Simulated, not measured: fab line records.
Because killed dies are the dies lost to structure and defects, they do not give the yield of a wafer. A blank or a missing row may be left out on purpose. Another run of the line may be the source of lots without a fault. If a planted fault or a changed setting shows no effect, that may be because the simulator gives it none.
Which tool is to blame? -- flow gf180mcu -- 12 lots with 36 wafers sampled at 2 steps, on a route of 602 steps

## WHAT EACH GAUGE READ, for each wafer
GF_M3_CD_MEAS_14 targets a cd of 280 nm. Usual: 280.3 nm for cd_nm, sd 1.4.
lot,measured,on,cd_nm (nm),flag
L270,day 22 11:56,cd_sem-02,280.4 279.7 281.5,
L271,day 22 19:14,cd_sem-02,279.3 278.9 279.5,
L272,day 23 03:37,cd_sem-01,279.3 280.1 280.3,
L273,day 23 10:04,cd_sem-01,279.0 278.0 277.6,
L274,day 23 19:03,cd_sem-02,280.4 279.8 279.2,
L280,day 25 17:19,cd_sem-01,278.7 280.4 280.2,
L283,day 26 21:40,cd_sem-01,283.5 284.0 284.9,
L285,day 27 09:34,cd_sem-02,278.7 278.6 279.6,
L286,day 27 16:43,cd_sem-02,281.4 281.2 280.8,
L288,day 28 06:01,cd_sem-01,278.7 279.1 279.4,
L291,day 29 03:44,cd_sem-02,280.3 280.0 281.5,
L292,day 29 08:02,cd_sem-02,281.3 279.8 280.6,

## WHICH TOOL RAN EACH LOT (tool, then ch and the chambers of the sampled wafers, then the start)
lot,GF_M3_SPUTTER_03
L270,"pvd_sputter-02, day 21 12:02"
L271,"pvd_sputter-04, day 21 19:59"
L272,"pvd_sputter-03, day 22 03:39"
L273,"pvd_sputter-04, day 22 10:27"
L274,"pvd_sputter-03, day 22 19:35"
L280,"pvd_sputter-04, day 24 19:42"
L283,"pvd_sputter-04, day 26 00:36"
L285,"pvd_sputter-04, day 26 12:50"
L286,"pvd_sputter-03, day 26 20:16"
L288,"pvd_sputter-03, day 27 09:25"
L291,"pvd_sputter-03, day 28 08:26"
L292,"pvd_sputter-03, day 28 12:13"
- GF_M3_SPUTTER_03: material Ti, target thk 10 nm, time 6.7 s.

## AS READ BY THE TOOLS THEMSELVES (means over the sampled wafers that have a number; for cases with no such wafer, the mark the record gives instead)
GF_M3_SPUTTER_03. Usual: cathode_dc_power_W 3000.0 W, standard deviation 0.53; throttle_valve_pct 29.7 %, standard deviation 1.1.
lot,tool,cathode_dc_power_W (W),throttle_valve_pct (%),flag
L270,pvd_sputter-02,2999.8,30.4,
L271,pvd_sputter-04,3000.1,29.5,
L272,pvd_sputter-03,3000.6,29.0,
L273,pvd_sputter-04,3000.5,29.8,
L274,pvd_sputter-03,2999.9,30.2,
L280,pvd_sputter-04,2999.6,29.8,
L283,pvd_sputter-04,3000.2,30.1,
L285,pvd_sputter-04,2999.9,30.3,
L286,pvd_sputter-03,3000.2,29.3,
L288,pvd_sputter-03,2999.8,29.3,
L291,pvd_sputter-03,3000.2,29.9,
L292,pvd_sputter-03,3000.1,29.2,

## THE ANSWER, worked out from the rows above alone
Rule: lot off if the mean of its wafers having a number is beyond 3 standard deviations from the usual mean. A lot without any number at a reading at which 4 lots or more have one is off too. Where the step has rows for the other lots, those lots are counted as sound. Order of review: gauges by route order, followed by the tools' own readings, for which a lot's mean as printed above is used. At the first step where some lot is off, the reading lying furthest off is the one used; lots without a number count as furthest.
Nothing can be told from this: no lot is off at any reading shown.

## WHAT THE SIMULATOR HAD INSERTED
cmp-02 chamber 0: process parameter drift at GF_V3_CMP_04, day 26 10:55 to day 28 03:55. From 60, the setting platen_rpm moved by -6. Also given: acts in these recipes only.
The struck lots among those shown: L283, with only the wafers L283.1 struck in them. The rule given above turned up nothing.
